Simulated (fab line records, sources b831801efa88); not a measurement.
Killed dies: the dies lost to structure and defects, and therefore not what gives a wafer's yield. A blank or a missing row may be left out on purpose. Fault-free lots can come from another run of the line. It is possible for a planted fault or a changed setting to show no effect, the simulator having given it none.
Matching of chambers    flow sky130    4 sister chambers for SKY_FIELD_ISO_ETCH_14 on rie-diel-03
The step etches BARC in N2/H2, stops on SiO2, time 45.9 s, target depth 60 nm. 4 wafers are shown with their chamber, then 8 later ones without.

WAFERS WITH THEIR CHAMBER
wafer   chamber  oes-product-au (a.u.)
L086.4  2        0.856
L086.6  3        0.858
L088.6  1        0.847
L090.2  0        0.853

WAFERS MISSING THEIR CHAMBER
wafer   oes-product-au (a.u.)
L090.4  0.857
L090.5  0.853
L094.1  0.856
L094.2  0.847
L094.3  0.855
L095.1  0.860
L095.4  0.853
L095.6  0.858

THE CHAMBER EACH PASSED THROUGH
wafer    from the rows above       in truth
L090.4   can't be placed: 2 or 3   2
L090.5   0                         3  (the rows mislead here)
L094.1   2                         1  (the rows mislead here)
L094.2   1                         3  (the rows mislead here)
L094.3   can't be placed: 2 or 0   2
L095.1   3                         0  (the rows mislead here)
L095.4   0                         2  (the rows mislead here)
L095.6   3                         3
Correctly placed: 1 of 8. Unplaceable from these rows: 2, with the true chamber sitting among the candidates in 2. Placed wrongly: 5.
How it was worked out, from the rows above alone: a wafer's distance from a chamber is the root of the sum, over the readings, of the square of ((its reading less the chamber's mean) divided by the reading's scatter). The wafer belongs to the nearest chamber; if the next one is less than 2 further off, it can't be placed. A chamber's mean is the mean of its shown wafers. The scatter: root of mean squared gap, hidden wafer to nearest shown wafer, with one shown wafer a chamber.
